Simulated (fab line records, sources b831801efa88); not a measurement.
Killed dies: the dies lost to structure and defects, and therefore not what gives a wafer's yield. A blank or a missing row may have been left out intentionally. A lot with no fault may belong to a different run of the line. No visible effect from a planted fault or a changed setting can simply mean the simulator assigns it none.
Which tool is to blame? || flow gf180mcu || Sampling: 12 lots, 36 wafers, 4 of 602 route steps

WHAT THE GAUGES SHOWED, per wafer
GF_POLY_GATE_THK_MEAS_17. Usual: for POLY_GATE_OXIDATION_THK the level is 3.96 nm and the standard deviation is 0.088.
{"lot": "L755", "measured": "day 9 07:36", "on": "filmMetro-03", "POLY_GATE_OXIDATION_THK (nm)": "4.11 3.99 4.01", "flag": ""}
{"lot": "L756", "measured": "day 9 20:27", "on": "filmMetro-03", "POLY_GATE_OXIDATION_THK (nm)": "3.91 3.92 3.97", "flag": ""}
{"lot": "L757", "measured": "day 9 21:57", "on": "filmMetro-02", "POLY_GATE_OXIDATION_THK (nm)": "3.75 3.82 3.81", "flag": ""}
{"lot": "L758", "measured": "day 10 07:30", "on": "filmMetro-02", "POLY_GATE_OXIDATION_THK (nm)": "3.98 3.95 4.00", "flag": ""}
{"lot": "L759", "measured": "day 10 13:29", "on": "filmMetro-01", "POLY_GATE_OXIDATION_THK (nm)": "3.98 3.94 4.01", "flag": ""}
{"lot": "L762", "measured": "day 11 21:28", "on": "filmMetro-02", "POLY_GATE_OXIDATION_THK (nm)": "3.95 3.87 3.96", "flag": ""}
{"lot": "L768", "measured": "day 13 09:53", "on": "filmMetro-01", "POLY_GATE_OXIDATION_THK (nm)": "3.99 4.02 3.86", "flag": ""}
{"lot": "L769", "measured": "day 13 17:13", "on": "filmMetro-02", "POLY_GATE_OXIDATION_THK (nm)": "4.07 4.16 4.08", "flag": ""}
{"lot": "L772", "measured": "day 14 11:02", "on": "filmMetro-02", "POLY_GATE_OXIDATION_THK (nm)": "3.90 3.94 3.95", "flag": ""}
{"lot": "L775", "measured": "day 15 09:32", "on": "filmMetro-03", "POLY_GATE_OXIDATION_THK (nm)": "4.13 4.11 4.09", "flag": ""}
{"lot": "L776", "measured": "day 15 18:59", "on": "filmMetro-01", "POLY_GATE_OXIDATION_THK (nm)": "4.02 4.05 4.12", "flag": ""}
{"lot": "L778", "measured": "day 16 04:48", "on": "filmMetro-02", "POLY_GATE_OXIDATION_THK (nm)": "4.12 4.02 3.98", "flag": ""}

GF_HV_LDD_OVL_MEAS_08. Usual: for HV_LDD_OVL the level is 0.0 nm and the standard deviation is 1.6.
{"lot": "L755", "measured": "day 10 01:46", "on": "overlay-02", "HV_LDD_OVL (nm)": "-0.3 2.3 0.9", "flag": ""}
{"lot": "L756", "measured": "day 10 14:38", "on": "overlay-01", "HV_LDD_OVL (nm)": "3.7 2.6 1.2", "flag": ""}
{"lot": "L757", "measured": "day 10 15:55", "on": "overlay-02", "HV_LDD_OVL (nm)": "1.4 0.9 2.3", "flag": ""}
{"lot": "L758", "measured": "day 11 02:21", "on": "overlay-01", "HV_LDD_OVL (nm)": "-1.3 -1.4 -0.8", "flag": ""}
{"lot": "L759", "measured": "day 11 07:33", "on": "overlay-02", "HV_LDD_OVL (nm)": "-0.6 -0.3 -0.9", "flag": ""}
{"lot": "L762", "measured": "day 12 16:14", "on": "overlay-01", "HV_LDD_OVL (nm)": "-0.9 -2.0 -1.2", "flag": ""}
{"lot": "L768", "measured": "day 14 06:15", "on": "overlay-01", "HV_LDD_OVL (nm)": "-74.3 -71.3 -71.7", "flag": "OFF"}
{"lot": "L769", "measured": "day 14 14:29", "on": "overlay-02", "HV_LDD_OVL (nm)": "-72.8 -73.9 -72.6", "flag": "OFF"}
{"lot": "L772", "measured": "day 15 08:47", "on": "overlay-02", "HV_LDD_OVL (nm)": "-1.6 -0.8 -2.9", "flag": ""}
{"lot": "L775", "measured": "day 16 07:20", "on": "overlay-01", "HV_LDD_OVL (nm)": "-1.7 -0.1 0.4", "flag": ""}
{"lot": "L776", "measured": "day 16 17:26", "on": "overlay-01", "HV_LDD_OVL (nm)": "-0.8 -1.8 -1.2", "flag": ""}
{"lot": "L778", "measured": "day 17 04:17", "on": "overlay-02", "HV_LDD_OVL (nm)": "-0.4 0.5 -1.5", "flag": ""}

EACH LOT AND THE TOOL THAT RAN IT (in order: tool; ch and the chambers of the sampled wafers; start)
{"lot": "L755", "GF_POLY_GATE_STRIP_14": "plasmaAsher-03 ch 0,1, day 9 06:11", "GF_HV_LDD_EXPOSE_04": "ilineStepper-01 ch 0, day 9 17:27"}
{"lot": "L756", "GF_POLY_GATE_STRIP_14": "plasmaAsher-01 ch 0,1, day 9 17:53", "GF_HV_LDD_EXPOSE_04": "ilineStepper-02 ch 0, day 10 05:30"}
{"lot": "L757", "GF_POLY_GATE_STRIP_14": "plasmaAsher-01 ch 0,1, day 9 20:32", "GF_HV_LDD_EXPOSE_04": "ilineStepper-02 ch 0, day 10 06:57"}
{"lot": "L758", "GF_POLY_GATE_STRIP_14": "plasmaAsher-02 ch 0,1, day 10 06:05", "GF_HV_LDD_EXPOSE_04": "ilineStepper-02 ch 0, day 10 17:03"}
{"lot": "L759", "GF_POLY_GATE_STRIP_14": "plasmaAsher-02 ch 0,1, day 10 12:05", "GF_HV_LDD_EXPOSE_04": "ilineStepper-02 ch 0, day 10 22:10"}
{"lot": "L762", "GF_POLY_GATE_STRIP_14": "plasmaAsher-03 ch 0,1, day 11 17:59", "GF_HV_LDD_EXPOSE_04": "ilineStepper-02 ch 0, day 12 06:43"}
{"lot": "L768", "GF_POLY_GATE_STRIP_14": "plasmaAsher-03 ch 0,1, day 13 08:29", "GF_HV_LDD_EXPOSE_04": "ilineStepper-02 ch 0, day 13 20:11"}
{"lot": "L769", "GF_POLY_GATE_STRIP_14": "plasmaAsher-01 ch 0,1, day 13 15:49", "GF_HV_LDD_EXPOSE_04": "ilineStepper-02 ch 0, day 14 03:48"}
{"lot": "L772", "GF_POLY_GATE_STRIP_14": "plasmaAsher-03 ch 0,1, day 14 09:38", "GF_HV_LDD_EXPOSE_04": "ilineStepper-01 ch 0, day 14 21:53"}
{"lot": "L775", "GF_POLY_GATE_STRIP_14": "plasmaAsher-03 ch 0,1, day 15 08:08", "GF_HV_LDD_EXPOSE_04": "ilineStepper-01 ch 0, day 15 20:57"}
{"lot": "L776", "GF_POLY_GATE_STRIP_14": "plasmaAsher-03 ch 1, day 15 14:44", "GF_HV_LDD_EXPOSE_04": "ilineStepper-01 ch 0, day 16 05:51"}
{"lot": "L778", "GF_POLY_GATE_STRIP_14": "plasmaAsher-03 ch 0,1, day 16 03:23", "GF_HV_LDD_EXPOSE_04": "ilineStepper-01 ch 0, day 16 16:40"}
- GF_POLY_GATE_STRIP_14: strips in O2/N2.
- GF_HV_LDD_EXPOSE_04: exposes mask Nplus LV AREA, target cd 400 nm.

AS READ BY THE TOOLS THEMSELVES (means over the sampled wafers that have a number; for cases with no such wafer, the mark the record gives instead)
GF_POLY_GATE_STRIP_14. Usual: drypumpMotorCurrentA 6.0 A, standard deviation 0.41; heaterPowerW 341 W, standard deviation 40; oesProductAu 0.505 a.u., standard deviation 0.005.
{"lot": "L755", "tool": "plasmaAsher-03", "drypumpMotorCurrentA (A)": 6.3, "heaterPowerW (W)": 347, "oesProductAu (a.u.)": 0.503, "flag": ""}
{"lot": "L756", "tool": "plasmaAsher-01", "drypumpMotorCurrentA (A)": 5.8, "heaterPowerW (W)": 372, "oesProductAu (a.u.)": 0.502, "flag": ""}
{"lot": "L757", "tool": "plasmaAsher-01", "drypumpMotorCurrentA (A)": 5.6, "heaterPowerW (W)": 368, "oesProductAu (a.u.)": 0.509, "flag": ""}
{"lot": "L758", "tool": "plasmaAsher-02", "drypumpMotorCurrentA (A)": 5.5, "heaterPowerW (W)": 290, "oesProductAu (a.u.)": 0.500, "flag": ""}
{"lot": "L759", "tool": "plasmaAsher-02", "drypumpMotorCurrentA (A)": 5.5, "heaterPowerW (W)": 290, "oesProductAu (a.u.)": 0.507, "flag": ""}
{"lot": "L762", "tool": "plasmaAsher-03", "drypumpMotorCurrentA (A)": 6.4, "heaterPowerW (W)": 366, "oesProductAu (a.u.)": 0.499, "flag": ""}
{"lot": "L768", "tool": "plasmaAsher-03", "drypumpMotorCurrentA (A)": 6.4, "heaterPowerW (W)": 370, "oesProductAu (a.u.)": 0.502, "flag": ""}
{"lot": "L769", "tool": "plasmaAsher-01", "drypumpMotorCurrentA (A)": 5.7, "heaterPowerW (W)": 378, "oesProductAu (a.u.)": 0.505, "flag": ""}
{"lot": "L772", "tool": "plasmaAsher-03", "drypumpMotorCurrentA (A)": 6.4, "heaterPowerW (W)": 370, "oesProductAu (a.u.)": 0.507, "flag": ""}
{"lot": "L775", "tool": "plasmaAsher-03", "drypumpMotorCurrentA (A)": 6.4, "heaterPowerW (W)": 348, "oesProductAu (a.u.)": 0.505, "flag": ""}
{"lot": "L776", "tool": "plasmaAsher-03", "drypumpMotorCurrentA (A)": 6.4, "heaterPowerW (W)": 334, "oesProductAu (a.u.)": 0.502, "flag": ""}
{"lot": "L778", "tool": "plasmaAsher-03", "drypumpMotorCurrentA (A)": 6.4, "heaterPowerW (W)": 367, "oesProductAu (a.u.)": 0.507, "flag": ""}

THE ANSWER, worked out from the rows above alone
Rule: a lot is off if the mean of its wafers that have a number lies more than 3 standard deviations from the usual mean. Also off: a lot with no number at a reading for which 4 or more lots have one. Any other lot the step has rows for is counted as sound. The gauges are gone through in route order, then the tools' own readings, and for those a lot's mean is taken as printed above. The first step at which some lot is off is used, and at that step the reading that is off furthest; a lot without a number counts as furthest.
Off: at GF_HV_LDD_OVL_MEAS_08 (HV_LDD_OVL), L768, L769.
If a tool, at a process step before that reading, ran all the lots that are off and no sound lot after the first of them, it fits. Those tools and the gauges at GF_HV_LDD_OVL_MEAS_08 are tried in the same way. One fits: ilineStepper-02 at GF_HV_LDD_EXPOSE_04. Its last sound lot is L762 (day 12 06:43), its first lot that is off L768 (day 13 20:11): a fault that began between those two fits.

WHAT THE SIMULATOR PUT IN
Scanner matching overlay: ilineStepper-02, from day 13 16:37 on, at GF_HV_LDD_EXPOSE_04. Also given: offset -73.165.
Lots struck among those shown: L768, L769. This agrees with what the rule above found.
